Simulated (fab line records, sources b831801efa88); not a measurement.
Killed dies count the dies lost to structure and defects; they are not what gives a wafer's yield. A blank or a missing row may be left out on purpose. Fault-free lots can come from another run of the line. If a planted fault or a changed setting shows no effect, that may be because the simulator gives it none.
fab line records	flow sky130
[record] lots = 24	wafers = 72	last_day = 50
route steps=708 shown FIELD_ISO@5 LI_CONTACT@378 LOCAL_INTERCONNECT@402 VIA1@479 CAP2M@615 METAL5@675
lots with no fault: from the same line, run without faults
start_h: the number of hours between the record's first day and the start of the first shown wafer of the lot	wait_h: time in hours since the lot's previous step	" repeats the value in the row above	L1.1+2: a single row standing in for several wafers	- no value, or no start was given	* or withheld: withheld	< > ~ a bound
route shown NAME@n: names a module that has steps shown in the file, with the first one's number in the route	usual: mean/standard deviation of fault-free wafers	same: alike in all rows	chamber/n: place in a boat	sites: per-site readings	_std_site: the standard deviation of these	_edge_site: outer sites' mean less inner sites'	radius_mm: how far each site lies from the wafer's centre	mask NAME#n: copy n	behind: the tool/chamber that last shaped the wafer	hold: why the lot went on hold/how many hours it stayed there/how the hold came to an end	device: which transistor (n, p or np) failed to switch	end of line: tests run on the same wafers once the route is complete	for a step that has no rows: nothing shown but its recipe	killed: dies that structure and defects cost at the first sort, which is not the same as the wafer's yield	map: shows each die of a wafer: x if killed, . if not, _ if none is there
set.NAME: the run value of the setting; set.NAME@STEP: its run value at that earlier step	model.NAME: the simulator's own value behind a step, which no gauge read
steps of the route over a sample of lots; a table a step, a row a wafer
services: when a tool's chamber went out of use (start_h, in hours from the record's first day, below 0 if earlier), for how many hours, and the reason
[[steps]]
[step SKY_FIELD_ISO_THK_MEAS_04]
[recipe] reads = Si3N4_of_FIELD_ISO_CVD_03
[usual] FIELD_ISO_CVD_03_THK = 164.7/1.4
lot.wafer	tool	chamber	start_h	wait_h	FIELD_ISO_CVD_03_THK[nm]
L074.2	film_metro-02	-	14.80	0.0	164.6
L074.5	"	-	"	"	162.6
L074.6	"	-	"	"	164.1
L075.2	film_metro-03	-	19.43	0.0	161.7
L075.3	"	-	"	"	162.2
L075.4	"	-	"	"	162.3
L076.3	film_metro-03	-	24.47	0.0	163.6
L076.4	"	-	"	"	163.0
L076.6	"	-	"	"	163.9
L077.2	film_metro-02	-	31.30	0.0	165.1
L077.3	"	-	"	"	164.2
L077.6	"	-	"	"	165.9
L078.2	film_metro-03	-	34.45	0.0	166.7
L078.3	"	-	"	"	166.6
L078.5	"	-	"	"	165.9
L079.2	film_metro-02	-	39.06	0.0	163.4
L079.5	"	-	"	"	162.9
L079.6	"	-	"	"	163.4
L080.2	film_metro-01	-	44.24	0.0	164.7
L080.4	"	-	"	"	164.2
L080.6	"	-	"	"	164.2
L081.3	film_metro-02	-	48.61	0.0	164.8
L081.4	"	-	"	"	164.3
L081.6	"	-	"	"	165.1
L082.1	film_metro-03	-	53.74	0.0	166.9
L082.3	"	-	"	"	167.5
L082.4	"	-	"	"	166.9
L083.1	film_metro-01	-	58.85	0.0	167.1
L083.3	"	-	"	"	166.7
L083.5	"	-	"	"	166.9
L084.2	film_metro-02	-	63.49	0.0	165.1
L084.4	"	-	"	"	165.7
L084.6	"	-	"	"	166.8
L085.1	film_metro-01	-	69.43	0.0	164.8
L085.2	"	-	"	"	163.9
L085.6	"	-	"	"	166.0
L086.1	film_metro-02	-	74.52	0.0	165.0
L086.4	"	-	"	"	165.5
L086.5	"	-	"	"	164.5
L087.3	film_metro-01	-	78.89	0.0	164.6
L087.4	"	-	"	"	164.4
L087.5	"	-	"	"	163.1
L088.1	film_metro-01	-	83.48	0.0	163.1
L088.2	"	-	"	"	165.5
L088.5	"	-	"	"	164.2
L089.2	film_metro-01	-	89.55	0.0	165.1
L089.4	"	-	"	"	167.1
L089.6	"	-	"	"	165.5
L090.1	film_metro-01	-	93.86	0.0	163.7
L090.2	"	-	"	"	165.0
L090.4	"	-	"	"	163.4
L091.1	film_metro-02	-	102.25	0.0	163.9
L091.3	"	-	"	"	164.4
L091.6	"	-	"	"	163.5
L092.1	film_metro-01	-	108.54	0.0	163.2
L092.2	"	-	"	"	164.7
L092.5	"	-	"	"	163.5
L094.1	film_metro-03	-	115.14	0.0	162.0
L094.5	"	-	"	"	164.2
L094.6	"	-	"	"	163.1
L093.2	film_metro-01	-	115.15	0.0	166.4
L093.5	"	-	"	"	165.6
L093.6	"	-	"	"	166.3
L095.3	film_metro-02	-	119.51	0.0	162.0
L095.4	"	-	"	"	160.8
L095.6	"	-	"	"	162.2
L096.2	film_metro-02	-	123.69	0.0	164.8
L096.4	"	-	"	"	165.6
L096.5	"	-	"	"	162.9
L097.1	film_metro-02	-	128.83	0.0	164.3
L097.5	"	-	"	"	165.8
L097.6	"	-	"	"	164.0
[step SKY_LI_CONTACT_STRIP_16]
[recipe] chemistry = O2/N2	power_w = 1400	pressure_mtorr = 1500	platen_temp_c = withheld	o2_flow_sccm = 3000	n2_flow_sccm = 300	overash_fraction = 0.5
[usual] chamber_pressure_mTorr = 1499.9/1.4	drypump_motor_current_A = 5.62/0.25	oes_product_au = 0.377/0.0054	strip_time_to_endpoint_s = 3.50/0.046
lot.wafer	tool	chamber	start_h	wait_h	chamber_pressure_mTorr	drypump_motor_current_A	oes_product_au	rf_hours_counter_h	strip_time_to_endpoint_s
L074.2	plasma_asher-02	1	682.08	-	1499.7	5.55	0.379	56	3.49
L074.5	"	0	"	"	1502.0	5.42	0.384	-	3.56
L074.6	"	1	"	"	1499.7	5.56	0.381	-	3.48
L075.2	plasma_asher-02	0	690.13	-	1501.4	5.42	0.374	57	3.50
L075.3	"	0	"	"	1499.9	5.43	0.379	-	3.47
L075.4	"	1	"	"	1502.4	5.57	0.374	-	3.52
L076.3	plasma_asher-03	0	702.13	-	1499.5	5.93	0.390	-	3.53
L076.4	"	1	"	"	1498.4	5.89	0.383	-	3.59
L076.6	"	1	"	"	1497.3	5.93	0.382	-	3.52
L077.2	plasma_asher-02	0	709.84	-	1503.2	5.42	0.375	59	3.47
L077.3	"	0	"	"	1498.2	5.44	0.387	-	3.56
L077.6	"	1	"	"	1498.9	5.58	0.379	-	3.47
L078.2	plasma_asher-02	0	710.39	-	1497.0	5.42	0.377	59	3.51
L078.3	"	0	"	"	1501.7	5.44	0.380	-	3.48
L078.5	"	1	"	"	1499.7	5.57	0.377	-	3.47
L079.2	plasma_asher-02	1	713.69	-	1501.5	5.58	0.380	59	3.53
L079.5	"	1	"	"	1500.3	5.56	0.374	-	3.54
L079.6	"	0	"	"	1502.5	5.42	0.380	-	3.52
L080.2	plasma_asher-03	0	730.60	-	1498.3	5.94	0.382	91	3.57
L080.4	"	1	"	"	1501.1	5.91	0.373	-	3.43
L080.6	"	0	"	"	1501.2	5.96	0.384	-	3.49
L081.3	plasma_asher-03	0	736.83	-	1496.8	5.99	0.376	-	3.50
L081.4	"	1	"	"	1501.3	5.92	0.380	-	3.57
L081.6	"	0	"	"	1498.6	5.96	0.375	-	3.55
L082.1	plasma_asher-03	0	739.03	-	1502.4	5.98	0.374	92	3.48
L082.3	"	1	"	"	1499.9	5.95	0.379	-	3.57
L082.4	"	0	"	"	1499.7	5.94	0.378	-	3.45
L083.1	plasma_asher-03	1	743.58	-	1498.8	5.94	0.376	93	3.51
L083.3	"	1	"	"	1500.0	5.89	0.376	-	3.51
L083.5	"	0	"	"	1501.9	5.96	0.375	-	3.51
L084.2	plasma_asher-04	0	756.35	-	1502.9	5.74	0.373	2	3.49
L084.4	"	0	"	"	1501.0	5.73	0.377	-	3.41
L084.6	"	1	"	"	1497.8	5.25	0.377	-	3.52
L085.1	plasma_asher-04	0	761.12	-	1502.0	5.73	0.379	3	3.49
L085.2	"	1	"	"	1499.9	5.26	0.381	3	3.51
L085.6	"	0	"	"	1500.0	5.76	0.378	-	3.53
L086.1	plasma_asher-04	0	773.99	-	1500.7	5.69	0.382	4	3.61
L086.4	"	0	"	"	1501.4	5.70	0.376	-	3.49
L086.5	"	1	"	"	1496.9	5.25	0.376	-	3.51
L087.3	plasma_asher-03	1	781.38	-	1502.0	5.90	0.368	-	3.49
L087.4	"	0	"	"	1500.6	5.94	0.375	-	3.52
L087.5	"	0	"	"	1500.7	5.94	0.374	-	3.48
L088.1	plasma_asher-04	1	787.40	-	1499.6	5.26	0.370	5	3.48
L088.2	"	0	"	"	1500.3	5.72	0.379	5	3.48
L088.5	"	0	"	"	1500.9	5.73	0.375	-	3.53
L089.2	plasma_asher-02	0	791.10	-	1497.4	5.44	0.371	66	3.38
L089.4	"	1	"	"	1499.0	5.55	0.384	-	3.51
L089.6	"	0	"	"	1501.3	5.44	0.374	-	3.39
L090.1	plasma_asher-02	1	800.39	-	1500.6	5.57	0.369	67	3.50
L090.2	"	0	"	"	1499.0	5.44	0.367	67	3.46
L090.4	"	1	"	"	1501.7	5.57	0.366	-	3.45
L091.1	plasma_asher-03	0	806.70	-	1501.0	5.96	0.377	100	3.49
L091.3	"	1	"	"	1497.9	5.92	0.375	-	3.42
L091.6	"	0	"	"	1499.2	5.95	0.378	-	3.49
L092.1	plasma_asher-02	1	825.85	-	1499.4	5.58	0.381	70	3.48
L092.2	"	0	"	"	1501.0	5.43	0.374	70	3.44
L092.5	"	1	"	"	1500.4	5.58	0.370	-	3.46
L093.2	plasma_asher-04	0	833.14	-	1498.0	5.76	0.380	10	3.55
L093.5	"	1	"	"	1499.4	5.25	0.375	-	3.47
L093.6	"	0	"	"	1498.3	5.76	0.374	-	3.55
L094.1	plasma_asher-02	0	833.63	-	1500.4	5.44	0.378	71	3.56
L094.5	"	1	"	"	1499.8	5.56	0.376	-	3.50
L094.6	"	0	"	"	1501.2	5.44	0.381	-	3.55
L095.3	plasma_asher-04	0	839.28	-	1499.5	5.73	0.379	-	3.43
L095.4	"	1	"	"	1500.6	5.26	0.385	-	3.52
L095.6	"	0	"	"	1499.6	5.73	0.377	-	3.54
L096.2	plasma_asher-04	1	846.18	-	1501.8	5.26	0.383	11	3.45
L096.4	"	0	"	"	1498.2	5.72	0.376	-	3.42
L096.5	"	0	"	"	1496.9	5.72	0.388	-	3.50
L097.1	plasma_asher-04	1	854.03	-	1501.2	5.24	0.377	12	3.46
L097.5	"	1	"	"	1499.2	5.26	0.379	-	3.46
L097.6	"	0	"	"	1499.7	5.71	0.377	-	3.52
[step SKY_LOCAL_INTERCONNECT_STRIP_15]
[recipe] chemistry = O2/N2	power_w = 1400	pressure_mtorr = 1500	platen_temp_c = withheld	o2_flow_sccm = 3000	n2_flow_sccm = 300	overash_fraction = 0.5
[usual] chamber_pressure_mTorr = 1500.0/1.2	drypump_motor_current_A = 5.78/0.25	oes_product_au = 0.427/0.0047	strip_time_to_endpoint_s = 4.718/0.021
lot.wafer	tool	chamber	start_h	wait_h	chamber_pressure_mTorr	drypump_motor_current_A	oes_product_au	rf_hours_counter_h	strip_time_to_endpoint_s
L074.2	plasma_asher-01	0	712.02	0.0	1500.7	5.55	0.431	24	4.714
L074.5	"	0	"	"	1501.4	5.54	0.423	-	4.700
L074.6	"	1	"	"	1501.0	6.09	0.425	-	4.709
L075.2	plasma_asher-01	1	719.55	0.0	1502.1	6.05	0.419	25	4.672
L075.3	"	1	"	"	1500.7	6.04	0.424	-	4.678
L075.4	"	0	"	"	1500.4	5.56	0.432	-	4.717
L076.3	plasma_asher-01	1	730.97	0.1	1502.6	6.05	0.432	-	4.716
L076.4	"	0	"	"	1499.6	5.55	0.431	-	4.753
L076.6	"	1	"	"	1499.0	6.00	0.430	-	4.733
L077.2	plasma_asher-01	1	738.43	0.0	1499.3	6.08	0.430	27	4.724
L077.3	"	1	"	"	1498.0	6.10	0.419	-	4.768
L077.6	"	0	"	"	1501.1	5.56	0.434	-	4.720
L078.2	plasma_asher-01	1	739.43	0.0	1501.3	6.03	0.428	27	4.705
L078.3	"	0	"	"	1502.5	5.55	0.432	-	4.702
L078.5	"	0	"	"	1500.5	5.55	0.425	-	4.720
L079.2	plasma_asher-04	1	742.93	0.0	1499.9	5.27	0.425	0	4.708
L079.5	"	0	"	"	1497.7	5.72	0.429	-	4.756
L079.6	"	1	"	"	1500.4	5.25	0.421	-	4.709
L080.2	plasma_asher-03	0	759.22	0.0	1498.2	5.96	0.424	95	4.716
L080.4	"	1	"	"	1500.2	5.92	0.430	-	4.708
L080.6	"	1	"	"	1501.5	5.90	0.433	-	4.719
L081.3	plasma_asher-03	0	765.72	0.1	1500.6	5.96	0.434	-	4.686
L081.4	"	1	"	"	1499.7	5.93	0.422	-	4.726
L081.6	"	0	"	"	1500.7	5.98	0.426	-	4.700
L082.1	plasma_asher-03	1	767.23	0.0	1497.9	5.88	0.431	96	4.718
L082.3	"	0	"	"	1499.9	5.90	0.429	-	4.708
L082.4	"	1	"	"	1501.3	5.90	0.429	-	4.735
L083.1	plasma_asher-01	0	772.50	0.0	1499.3	5.55	0.430	28	4.715
L083.3	"	1	"	"	1499.6	6.01	0.418	-	4.725
L083.5	"	1	"	"	1500.9	6.01	0.431	-	4.719
L084.2	plasma_asher-03	0	784.53	0.0	1500.3	5.96	0.433	98	4.746
L084.4	"	1	"	"	1500.0	5.90	0.428	-	4.716
L084.6	"	0	"	"	1501.6	5.94	0.422	-	4.718
L085.1	plasma_asher-01	1	789.77	0.0	1500.7	6.04	0.422	30	4.700
L085.2	"	0	"	"	1500.1	5.55	0.419	30	4.699
L085.6	"	1	"	"	1499.0	6.04	0.427	-	4.697
L086.1	plasma_asher-01	0	802.25	0.0	1498.3	5.55	0.422	31	4.678
L086.4	"	0	"	"	1498.6	5.55	0.430	-	4.729
L086.5	"	1	"	"	1499.4	6.02	0.425	-	4.738
L087.3	plasma_asher-03	0	808.87	0.1	1500.7	5.96	0.424	-	4.726
L087.4	"	1	"	"	1498.5	5.91	0.432	-	4.735
L087.5	"	1	"	"	1499.3	5.88	0.422	-	4.737
L088.1	plasma_asher-01	1	815.32	0.0	1499.6	6.00	0.424	33	4.690
L088.2	"	0	"	"	1500.8	5.55	0.425	33	4.706
L088.5	"	0	"	"	1500.9	5.56	0.421	-	4.692
L089.2	plasma_asher-03	1	819.08	0.0	1497.8	5.92	0.422	102	4.732
L089.4	"	0	"	"	1499.3	5.96	0.430	-	4.761
L089.6	"	1	"	"	1501.4	5.91	0.421	-	4.771
L090.1	plasma_asher-01	0	827.68	0.0	1498.7	5.56	0.422	34	4.734
L090.2	"	1	"	"	1500.2	6.04	0.440	34	4.717
L090.4	"	0	"	"	1501.7	5.55	0.428	-	4.723
L091.1	plasma_asher-01	1	835.03	0.0	1500.1	6.05	0.429	35	4.711
L091.3	"	1	"	"	1500.9	6.11	0.434	-	4.730
L091.6	"	0	"	"	1500.0	5.54	0.424	-	4.681
L092.1	plasma_asher-03	0	853.67	0.0	1499.2	5.96	0.426	105	4.719
L092.2	"	1	"	"	1498.9	5.91	0.427	105	4.693
L092.5	"	0	"	"	1500.9	5.95	0.424	-	4.719
L093.2	plasma_asher-01	1	860.58	0.0	1499.2	6.07	0.425	37	4.687
L093.5	"	1	"	"	1499.3	6.01	0.423	-	4.704
L093.6	"	0	"	"	1499.4	5.54	0.429	-	4.714
L094.1	plasma_asher-01	1	860.93	0.0	1499.3	6.03	0.422	37	4.738
L094.5	"	0	"	"	1503.0	5.54	0.432	-	4.738
L094.6	"	1	"	"	1501.8	6.06	0.433	-	4.717
L095.3	plasma_asher-04	0	866.35	0.1	1500.5	5.75	0.431	-	4.752
L095.4	"	1	"	"	1497.8	5.26	0.427	-	4.761
L095.6	"	0	"	"	1501.1	5.75	0.421	-	4.741
L096.2	plasma_asher-04	1	873.50	0.0	1497.7	5.25	0.421	14	4.728
L096.4	"	0	"	"	1500.8	5.70	0.427	-	4.715
L096.5	"	0	"	"	1499.8	5.74	0.429	-	4.714
L097.1	plasma_asher-04	0	881.25	0.0	1501.7	5.72	0.426	14	4.734
L097.5	"	0	"	"	1499.1	5.72	0.428	-	4.729
L097.6	"	1	"	"	1500.3	5.24	0.428	-	4.755
[step SKY_VIA1_CVD_21]
[recipe] material = W	target_thk_nm = 270	time_s = 80.902	temp_c = 400	pressure_torr = 40
[usual] heater_power_w = 874/50
lot.wafer	tool	chamber	start_h	wait_h	heater_power_w
L074.2	cvd_w-01	0	798.64	0.0	816
L074.5	"	0	"	"	822
L074.6	"	1	"	"	932
L075.2	cvd_w-01	1	806.66	0.0	954
L075.3	"	1	"	"	944
L075.4	"	0	"	"	842
L076.3	cvd_w-01	0	817.63	0.1	819
L076.4	"	1	"	"	945
L076.6	"	1	"	"	969
L077.2	cvd_w-01	0	823.61	0.0	816
L077.3	"	0	"	"	835
L077.6	"	0	"	"	833
L078.2	cvd_w-02	0	824.94	0.0	854
L078.3	"	1	"	"	918
L078.5	"	1	"	"	942
L079.2	cvd_w-02	1	828.01	0.0	888
L079.5	"	1	"	"	904
L079.6	"	0	"	"	880
L080.2	cvd_w-01	1	844.34	0.0	946
L080.4	"	1	"	"	946
L080.6	"	0	"	"	818
L081.3	cvd_w-01	0	850.74	0.1	811
L081.4	"	1	"	"	948
L081.6	"	0	"	"	795
L082.1	cvd_w-01	1	850.91	0.0	925
L082.3	"	0	"	"	836
L082.4	"	1	"	"	941
L083.1	cvd_w-01	1	857.29	0.0	950
L083.3	"	0	"	"	815
L083.5	"	1	"	"	935
L084.2	cvd_w-02	0	868.49	0.0	896
L084.4	"	0	"	"	865
L084.6	"	1	"	"	904
L085.1	cvd_w-01	0	873.62	0.0	821
L085.2	"	0	"	"	842
L085.6	"	0	"	"	822
L086.1	cvd_w-01	0	885.64	0.0	827
L086.4	"	0	"	"	833
L086.5	"	0	"	"	851
L087.3	cvd_w-02	1	891.86	0.1	919
L087.4	"	0	"	"	861
L087.5	"	0	"	"	891
L088.1	cvd_w-01	1	897.98	0.0	942
L088.2	"	0	"	"	871
L088.5	"	1	"	"	910
L089.2	cvd_w-02	1	901.96	0.0	914
L089.4	"	0	"	"	890
L089.6	"	1	"	"	920
L090.1	cvd_w-02	1	911.36	0.0	918
L090.2	"	0	"	"	858
L090.4	"	0	"	"	857
L091.1	cvd_w-02	0	917.07	0.0	870
L091.3	"	1	"	"	922
L091.6	"	1	"	"	898
L092.1	cvd_w-01	0	935.17	0.0	799
L092.2	"	1	"	"	837
L092.5	"	1	"	"	844
L093.2	cvd_w-02	0	940.45	0.0	872
L093.5	"	0	"	"	870
L093.6	"	1	"	"	919
L094.1	cvd_w-01	1	941.51	0.0	860
L094.5	"	1	"	"	852
L094.6	"	0	"	"	786
L095.3	cvd_w-01	0	946.89	0.1	814
L095.4	"	1	"	"	852
L095.6	"	0	"	"	816
L096.2	cvd_w-01	0	952.15	0.0	792
L096.4	"	0	"	"	815
L096.5	"	1	"	"	871
L097.1	cvd_w-02	0	961.76	0.0	900
L097.5	"	0	"	"	899
L097.6	"	1	"	"	905
[step SKY_CAP2M_OVL_MEAS_12]
[usual] CAP2M_OVL = -0.1/1.5
lot.wafer	tool	chamber	start_h	wait_h	CAP2M_OVL[nm]
L074.2	overlay-01	-	961.77	0.1	0.3
L074.5	"	-	"	"	1.4
L074.6	"	-	"	"	1.3
L075.2	overlay-01	-	964.57	0.1	-1.4
L075.3	"	-	"	"	-4.9
L075.4	"	-	"	"	-0.8
L076.3	overlay-01	-	976.09	0.1	-1.8
L076.4	"	-	"	"	0.8
L076.6	"	-	"	"	-2.3
L077.2	overlay-01	-	983.87	0.1	-2.0
L077.3	"	-	"	"	1.9
L077.6	"	-	"	"	3.4
L078.2	overlay-02	-	983.98	0.1	-0.7
L078.3	"	-	"	"	-1.7
L078.5	"	-	"	"	0.1
L079.2	overlay-02	-	986.87	0.1	-0.7
L079.5	"	-	"	"	-0.9
L079.6	"	-	"	"	-1.7
L080.2	overlay-02	-	999.52	0.1	1.1
L080.4	"	-	"	"	0.5
L080.6	"	-	"	"	0.9
L081.3	overlay-01	-	1006.34	0.1	2.9
L081.4	"	-	"	"	-0.2
L081.6	"	-	"	"	0.6
L082.1	overlay-02	-	1006.63	0.1	1.8
L082.3	"	-	"	"	0.4
L082.4	"	-	"	"	0.8
L083.1	overlay-02	-	1013.61	0.1	-0.2
L083.3	"	-	"	"	-0.9
L083.5	"	-	"	"	-2.0
L084.2	overlay-02	-	1023.37	0.1	1.5
L084.4	"	-	"	"	-1.0
L084.6	"	-	"	"	2.9
L085.1	overlay-02	-	1025.66	0.1	-0.5
L085.2	"	-	"	"	1.9
L085.6	"	-	"	"	0.2
L086.1	overlay-02	-	1036.63	0.1	1.0
L086.4	"	-	"	"	-1.0
L086.5	"	-	"	"	0.0
L087.3	overlay-02	-	1044.33	0.1	-2.3
L087.4	"	-	"	"	-0.1
L087.5	"	-	"	"	1.5
L088.1	overlay-01	-	1046.56	0.1	1.2
L088.2	"	-	"	"	0.7
L088.5	"	-	"	"	-0.9
L089.2	overlay-02	-	1050.12	0.1	-0.5
L089.4	"	-	"	"	1.5
L089.6	"	-	"	"	1.7
L090.1	overlay-02	-	1060.41	0.1	1.4
L090.2	"	-	"	"	0.2
L090.4	"	-	"	"	1.3
L091.1	overlay-02	-	1064.23	0.1	0.4
L091.3	"	-	"	"	-0.7
L091.6	"	-	"	"	-1.0
L092.1	overlay-01	-	1080.11	0.1	1.3
L092.2	"	-	"	"	0.6
L092.5	"	-	"	"	-0.5
L093.2	overlay-01	-	1086.87	0.1	1.5
L093.5	"	-	"	"	-1.1
L093.6	"	-	"	"	-1.3
L094.1	overlay-02	-	1087.51	0.1	-1.1
L094.5	"	-	"	"	-0.6
L094.6	"	-	"	"	1.0
L095.3	overlay-01	-	1092.19	0.1	1.0
L095.4	"	-	"	"	-0.5
L095.6	"	-	"	"	0.2
L096.2	overlay-02	-	1096.92	0.1	-1.9
L096.4	"	-	"	"	-2.1
L096.5	"	-	"	"	-2.4
L097.1	overlay-02	-	1103.88	0.1	2.9
L097.5	"	-	"	"	1.7
L097.6	"	-	"	"	2.0
[step SKY_METAL5_DESCUM_14]
[recipe] chemistry = O2	source_power_w = 150	bias_power_w = 0	pressure_mtorr = 10	temp_c = 40	time_s = 11
[usual] chamber_pressure_mTorr = 10.000/0.0096	drypump_motor_current_A = 6.1/0.36	oes_product_au = 1.000/0.013
[same] bias_power_w = 0
lot.wafer	tool	chamber	start_h	wait_h	chamber_pressure_mTorr	drypump_motor_current_A	oes_product_au	rf_hours_counter_h
L074.2	rie_metal-03	1	1035.68	0.1	9.992	5.5	0.990	7
L074.5	"	1	"	"	10.011	5.5	0.989	-
L074.6	"	0	"	"	9.984	6.0	0.988	-
L075.2	rie_metal-02	0	1038.63	0.1	9.997	6.0	1.000	11
L075.3	"	0	"	"	10.002	6.0	0.997	-
L075.4	"	1	"	"	9.991	5.9	0.994	-
L076.3	rie_metal-02	0	1049.05	0.1	9.999	6.1	0.993	-
L076.4	"	0	"	"	9.984	6.1	0.993	-
L076.6	"	0	"	"	10.001	6.1	1.000	-
L077.2	rie_metal-02	0	1055.34	0.1	9.997	6.0	0.991	-
L077.3	"	0	"	"	10.005	6.0	0.995	-
L077.6	"	0	"	"	9.995	6.0	0.992	-
L078.2	rie_metal-01	1	1055.95	0.1	9.993	6.5	1.022	15
L078.3	"	0	"	"	10.004	6.6	0.990	-
L078.5	"	0	"	"	10.007	6.6	0.996	-
L079.2	rie_metal-03	1	1058.00	0.1	10.010	5.5	0.997	9
L079.5	"	1	"	"	10.006	5.5	0.988	-
L079.6	"	0	"	"	9.999	6.0	1.005	-
L080.2	rie_metal-01	0	1070.85	0.1	10.012	6.6	1.000	22
L080.4	"	0	"	"	9.996	6.6	1.003	-
L080.6	"	0	"	"	10.012	6.6	1.004	-
L081.3	rie_metal-02	0	1075.82	0.1	10.006	6.0	0.994	-
L081.4	"	0	"	"	10.003	6.0	1.003	-
L081.6	"	0	"	"	10.000	6.0	0.996	-
L082.1	rie_metal-01	1	1077.13	0.1	10.018	6.6	1.011	16
L082.3	"	1	"	"	9.992	6.5	1.013	-
L082.4	"	0	"	"	10.004	6.6	1.002	-
L083.1	rie_metal-01	0	1082.86	0.1	10.009	6.6	0.995	23
L083.3	"	1	"	"	9.990	6.5	1.017	-
L083.5	"	1	"	"	9.995	6.5	1.021	-
L084.2	rie_metal-02	0	1092.49	0.1	9.997	6.0	1.002	-
L084.4	"	0	"	"	10.001	6.0	0.999	-
L084.6	"	0	"	"	9.993	6.0	0.997	-
L085.1	rie_metal-03	1	1093.96	0.1	10.000	5.5	0.988	11
L085.2	"	0	"	"	10.001	6.0	0.989	13
L085.6	"	0	"	"	9.991	6.0	0.981	-
L086.1	rie_metal-02	0	1105.05	0.1	10.003	6.1	0.988	19
L086.4	"	0	"	"	10.001	6.1	0.997	-
L086.5	"	1	"	"	10.001	5.9	0.995	-
L087.3	rie_metal-01	0	1111.01	0.1	9.998	6.6	1.000	-
L087.4	"	1	"	"	10.005	6.5	1.038	-
L087.5	"	1	"	"	9.981	6.5	1.035	-
L088.1	rie_metal-01	1	1113.43	0.1	9.981	6.5	1.024	19
L088.2	"	0	"	"	10.000	6.6	1.003	26
L088.5	"	0	"	"	9.990	6.6	0.990	-
L089.2	rie_metal-03	0	1116.61	0.1	10.000	6.0	0.990	15
L089.4	"	1	"	"	10.000	5.5	0.990	-
L089.6	"	1	"	"	9.989	5.5	0.974	-
L090.1	rie_metal-03	1	1125.46	0.1	9.998	5.5	0.994	13
L090.2	"	0	"	"	10.002	6.0	0.999	15
L090.4	"	1	"	"	10.001	5.5	0.992	-
L091.1	rie_metal-01	1	1129.48	0.1	9.999	6.6	1.023	21
L091.3	"	1	"	"	10.015	6.5	1.023	-
L091.6	"	1	"	"	10.005	6.6	1.025	-
L092.1	rie_metal-02	1	1144.05	0.1	9.989	5.9	0.992	24
L092.2	"	0	"	"	9.995	6.0	0.984	23
L092.5	"	0	"	"	9.992	6.1	0.999	-
L093.2	rie_metal-03	1	1149.35	0.1	9.993	5.5	0.994	15
L093.5	"	1	"	"	9.997	5.5	0.983	-
L093.6	"	0	"	"	10.008	6.0	0.988	-
L094.1	rie_metal-02	0	1149.66	0.1	9.991	6.1	0.996	23
L094.5	"	0	"	"	10.005	6.0	0.989	-
L094.6	"	1	"	"	9.998	5.9	0.993	-
L095.3	rie_metal-01	1	1153.49	0.1	9.993	6.6	1.022	-
L095.4	"	0	"	"	10.008	6.6	0.990	-
L095.6	"	1	"	"	9.993	6.6	1.022	-
L096.2	rie_metal-02	1	1157.16	0.1	9.981	5.8	0.992	26
L096.4	"	1	"	"	10.000	5.9	0.993	-
L096.5	"	1	"	"	10.007	5.9	0.990	-
L097.1	rie_metal-02	0	1163.25	0.1	10.007	6.1	0.996	25
L097.5	"	0	"	"	10.020	6.1	0.996	-
L097.6	"	0	"	"	10.000	6.1	1.003	-
[[services]]
tool	chamber	start_h	hours	kind
plasma_asher-04	-	664.04	2.8	pm
plasma_asher-01	-	677.68	2.8	pm
cvd_w-01	-	683.83	4.3	repair
plasma_asher-03	-	685.28	4.2	repair
plasma_asher-01	-	704.48	3.2	repair
plasma_asher-01	-	722.98	2.2	repair
plasma_asher-04	-	733.75	9.0	pm
plasma_asher-01	-	743.43	28.3	pm
cvd_w-01	0	750.18	1.9	repair
plasma_asher-03	-	754.59	1.1	repair
cvd_w-01	-	770.92	6.0	pm
plasma_asher-04	-	779.82	2.9	repair
plasma_asher-01	-	790.51	2.7	repair
cvd_w-01	1	873.22	17.6	repair
plasma_asher-03	-	885.83	1.0	repair
cvd_w-01	-	904.00	14.0	pm
plasma_asher-01	-	994.99	2.2	repair
plasma_asher-01	-	1016.82	6.5	repair
plasma_asher-04	-	1022.15	8.6	repair
plasma_asher-03	-	1041.39	23.8	repair
plasma_asher-03	-	1065.17	9.0	pm
plasma_asher-01	-	1120.21	1.6	repair
cvd_w-01	-	1141.03	2.8	pm
plasma_asher-01	-	1144.55	14.6	pm
[[key]]
fault none
